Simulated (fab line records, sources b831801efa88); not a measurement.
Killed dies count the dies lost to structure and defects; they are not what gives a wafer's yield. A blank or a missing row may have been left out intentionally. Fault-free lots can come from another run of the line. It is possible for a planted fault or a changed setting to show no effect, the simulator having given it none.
The tool behind it: which one? / flow gf180mcu / 12 lots with 36 wafers sampled at 4 steps, on a route of 602 steps

WHAT THE GAUGES SHOWED, per wafer
GF_HV_LDD_TW_MEAS_23.
lot=L645; measured=day 11 10:31; on=film_metro-01; HV_LDD_2_TW=1054 1053 1055
lot=L648; measured=day 12 04:22; on=film_metro-03; HV_LDD_2_TW=1047 1043 1038
lot=L649; measured=day 12 16:08; on=film_metro-01; HV_LDD_2_TW=1052 1056 1048
lot=L651; measured=day 13 05:38; on=film_metro-02; HV_LDD_2_TW=1049 1060 1057
lot=L652; measured=day 13 12:16; on=film_metro-01; HV_LDD_2_TW=1046 1041 1041
lot=L655; measured=day 14 15:47; on=film_metro-02; HV_LDD_2_TW=1054 1060 1059
lot=L656; measured=day 14 19:17; on=film_metro-02; HV_LDD_2_TW=1064 1057 1058
lot=L658; measured=day 15 16:31; on=film_metro-03; HV_LDD_2_TW=945 941 942
lot=L659; measured=day 16 02:53; on=film_metro-02; HV_LDD_2_TW=1055 1054 1057
lot=L660; measured=day 16 04:43; on=film_metro-02; HV_LDD_2_TW=1051 1057 1055
lot=L663; measured=day 17 04:13; on=film_metro-02; HV_LDD_2_TW=959 952 963
lot=L666; measured=day 18 03:53; on=film_metro-03; HV_LDD_2_TW=1041 1045 1038

GF_CONTACT_RS_MEAS_25: measurement is done with a four-point probe.
lot=L645; measured=day 16 23:01; on=film_metro-03; CONTACT_W_RS (ohm/sq)=0.386 0.384 0.382
lot=L648; measured=day 17 19:32; on=film_metro-03; CONTACT_W_RS (ohm/sq)=0.388 0.389 0.387
lot=L649; measured=day 18 10:22; on=film_metro-03; CONTACT_W_RS (ohm/sq)=0.380 0.379 0.379
lot=L651; measured=day 19 03:39; on=film_metro-03; CONTACT_W_RS (ohm/sq)=0.381 0.382 0.383
lot=L652; measured=day 19 08:52; on=film_metro-02; CONTACT_W_RS (ohm/sq)=0.380 0.373 0.377
lot=L655; measured=day 20 23:01; on=film_metro-01; CONTACT_W_RS (ohm/sq)=0.384 0.381 0.378
lot=L656; measured=day 21 00:35; on=film_metro-03; CONTACT_W_RS (ohm/sq)=0.382 0.383 0.380
lot=L658; measured=day 22 00:14; on=film_metro-01; CONTACT_W_RS (ohm/sq)=0.390 0.388 0.383
lot=L659; measured=day 22 07:16; on=film_metro-02; CONTACT_W_RS (ohm/sq)=0.377 0.381 0.386
lot=L660; measured=day 22 09:10; on=film_metro-01; CONTACT_W_RS (ohm/sq)=0.388 0.382 0.381
lot=L663; measured=day 23 08:40; on=film_metro-01; CONTACT_W_RS (ohm/sq)=0.379 0.381 0.381
lot=L666; measured=day 24 08:56; on=film_metro-01; CONTACT_W_RS (ohm/sq)=0.385 0.388 0.385

WHICH TOOL RAN EACH LOT (tool, then ch and the chambers of the sampled wafers, then the start)
lot=L645; GF_MVSD_STRIP_10=plasma_asher-01 ch 0,1, day 5 00:03; GF_HV_LDD_IMPLANT_21=implanter-01 ch 0, day 11 10:16
lot=L648; GF_MVSD_STRIP_10=plasma_asher-03 ch 0, day 5 14:47; GF_HV_LDD_IMPLANT_21=implanter-01 ch 0, day 12 04:07
lot=L649; GF_MVSD_STRIP_10=plasma_asher-03 ch 0,1, day 5 21:10; GF_HV_LDD_IMPLANT_21=implanter-01 ch 0, day 12 15:53
lot=L651; GF_MVSD_STRIP_10=plasma_asher-01 ch 0,1, day 6 08:53; GF_HV_LDD_IMPLANT_21=implanter-04 ch 0, day 13 05:23
lot=L652; GF_MVSD_STRIP_10=plasma_asher-04 ch 1, day 6 13:21; GF_HV_LDD_IMPLANT_21=implanter-01 ch 0, day 13 12:01
lot=L655; GF_MVSD_STRIP_10=plasma_asher-03 ch 0,1, day 7 09:58; GF_HV_LDD_IMPLANT_21=implanter-02 ch 0, day 14 15:32
lot=L656; GF_MVSD_STRIP_10=plasma_asher-01 ch 0,1, day 7 12:09; GF_HV_LDD_IMPLANT_21=implanter-02 ch 0, day 14 19:04
lot=L658; GF_MVSD_STRIP_10=plasma_asher-01 ch 0,1, day 8 02:25; GF_HV_LDD_IMPLANT_21=implanter-02 ch 0, day 15 16:16
lot=L659; GF_MVSD_STRIP_10=plasma_asher-03 ch 0,1, day 8 09:23; GF_HV_LDD_IMPLANT_21=implanter-04 ch 0, day 16 02:40
lot=L660; GF_MVSD_STRIP_10=plasma_asher-03 ch 0,1, day 8 15:38; GF_HV_LDD_IMPLANT_21=implanter-01 ch 0, day 16 04:28
lot=L663; GF_MVSD_STRIP_10=plasma_asher-03 ch 0,1, day 9 07:18; GF_HV_LDD_IMPLANT_21=implanter-02 ch 0, day 17 03:58
lot=L666; GF_MVSD_STRIP_10=plasma_asher-01 ch 0,1, day 10 01:50; GF_HV_LDD_IMPLANT_21=implanter-01 ch 0, day 18 03:41
- GF_MVSD_STRIP_10: strips in O2/N2.
- GF_HV_LDD_IMPLANT_21

WHAT THE TOOLS THEMSELVES READ (means of the sampled wafers that have a number; where no wafer has one, the mark that the record gives instead)
GF_MVSD_STRIP_10.
lot=L645; tool=plasma_asher-01; drypump_motor_current_A (A)=5.9; heater_power_w (W)=388; oes_product_au (a.u.)=0.719; strip_time_to_endpoint_s (s)=37.00
lot=L648; tool=plasma_asher-03; drypump_motor_current_A (A)=5.9; heater_power_w (W)=358; oes_product_au (a.u.)=0.727; strip_time_to_endpoint_s (s)=36.91
lot=L649; tool=plasma_asher-03; drypump_motor_current_A (A)=5.5; heater_power_w (W)=364; oes_product_au (a.u.)=0.725; strip_time_to_endpoint_s (s)=37.06
lot=L651; tool=plasma_asher-01; drypump_motor_current_A (A)=5.9; heater_power_w (W)=368; oes_product_au (a.u.)=0.722; strip_time_to_endpoint_s (s)=36.92
lot=L652; tool=plasma_asher-04; drypump_motor_current_A (A)=5.4; heater_power_w (W)=337; oes_product_au (a.u.)=0.720; strip_time_to_endpoint_s (s)=36.93
lot=L655; tool=plasma_asher-03; drypump_motor_current_A (A)=5.7; heater_power_w (W)=363; oes_product_au (a.u.)=0.721; strip_time_to_endpoint_s (s)=36.99
lot=L656; tool=plasma_asher-01; drypump_motor_current_A (A)=5.8; heater_power_w (W)=358; oes_product_au (a.u.)=0.722; strip_time_to_endpoint_s (s)=36.97
lot=L658; tool=plasma_asher-01; drypump_motor_current_A (A)=5.8; heater_power_w (W)=350; oes_product_au (a.u.)=0.723; strip_time_to_endpoint_s (s)=36.94
lot=L659; tool=plasma_asher-03; drypump_motor_current_A (A)=5.4; heater_power_w (W)=368; oes_product_au (a.u.)=0.723; strip_time_to_endpoint_s (s)=36.79
lot=L660; tool=plasma_asher-03; drypump_motor_current_A (A)=5.5; heater_power_w (W)=365; oes_product_au (a.u.)=0.723; strip_time_to_endpoint_s (s)=36.99
lot=L663; tool=plasma_asher-03; drypump_motor_current_A (A)=5.7; heater_power_w (W)=360; oes_product_au (a.u.)=0.723; strip_time_to_endpoint_s (s)=37.04
lot=L666; tool=plasma_asher-01; drypump_motor_current_A (A)=5.8; heater_power_w (W)=353; oes_product_au (a.u.)=0.718; strip_time_to_endpoint_s (s)=36.83

GF_HV_LDD_IMPLANT_21.
lot=L645; tool=implanter-01; dose_ions_cm2=4.990e+13; faraday_current_uA=279; tilt_deg (degrees)=6.968
lot=L648; tool=implanter-01; dose_ions_cm2=5.000e+13; faraday_current_uA=275; tilt_deg (degrees)=7.016
lot=L649; tool=implanter-01; dose_ions_cm2=4.997e+13; faraday_current_uA=281; tilt_deg (degrees)=7.003
lot=L651; tool=implanter-04; dose_ions_cm2=4.999e+13; faraday_current_uA=282; tilt_deg (degrees)=6.985
lot=L652; tool=implanter-01; dose_ions_cm2=4.999e+13; faraday_current_uA=285; tilt_deg (degrees)=6.983
lot=L655; tool=implanter-02; dose_ions_cm2=5.007e+13; faraday_current_uA=280; tilt_deg (degrees)=7.023
lot=L656; tool=implanter-02; dose_ions_cm2=5.001e+13; faraday_current_uA=282; tilt_deg (degrees)=7.023
lot=L658; tool=implanter-02; dose_ions_cm2=3.699e+13; faraday_current_uA=208; tilt_deg (degrees)=7.007
lot=L659; tool=implanter-04; dose_ions_cm2=4.998e+13; faraday_current_uA=282; tilt_deg (degrees)=6.994
lot=L660; tool=implanter-01; dose_ions_cm2=5.001e+13; faraday_current_uA=280; tilt_deg (degrees)=6.981
lot=L663; tool=implanter-02; dose_ions_cm2=3.690e+13; faraday_current_uA=210; tilt_deg (degrees)=7.017
lot=L666; tool=implanter-01; dose_ions_cm2=5.002e+13; faraday_current_uA=282; tilt_deg (degrees)=6.997

THE ANSWER, worked out from the rows above alone
Rule: the lots themselves supply what counts as usual. Put in order of their means at a reading, lots are off if they are a third of the lots or fewer, leave a main group of 4 or more, and stand apart from it by a gap of 3 or more times the standard deviation of the main group's means; of several such gaps the widest counts. Not used: any main group whose means are identical at the precision the tables above print for the reading. A lot without any number at a reading at which 4 lots or more have one is off too. All remaining lots with rows at the step are treated as sound. Order of review: gauges by route order, followed by the tools' own readings, for which a lot's mean as printed above is used. The first step at which some lot is off is used, and at that step the reading that is off furthest; a lot without a number counts as furthest.
Off: L658, L663, seen at GF_HV_LDD_TW_MEAS_23 (HV_LDD_2_TW). Mean 1052 and standard deviation 6.4 in the main group.
If a tool, at a process step before that reading, ran all the lots that are off and no sound lot after the first of them, it fits. The gauges at GF_HV_LDD_TW_MEAS_23 aren't tried: what is off there is off at GF_HV_LDD_IMPLANT_21 too, on other tools, and a gauge's error can't cause that. One fits: GF_HV_LDD_IMPLANT_21 on implanter-02. Its last sound lot is L656 (day 14 19:04), its first lot that is off L658 (day 15 16:16): a fault that began between those two fits.
The tool's own readings at GF_HV_LDD_IMPLANT_21 bear it out: on the lots that are off they differ by more than 5 times the standard deviation of the sound lots' means. dose_ions_cm2 reads 3.694e+13 there against 4.999e+13 on the sound lots; faraday_current_uA reads 209 there against 281 on the sound lots.

WHAT THE SIMULATOR PUT IN
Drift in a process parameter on implanter-02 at GF_HV_LDD_IMPLANT_21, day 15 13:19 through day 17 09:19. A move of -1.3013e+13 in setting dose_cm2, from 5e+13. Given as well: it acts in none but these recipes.
Lots struck among those shown: L658, L663. The rule above reached the same finding.
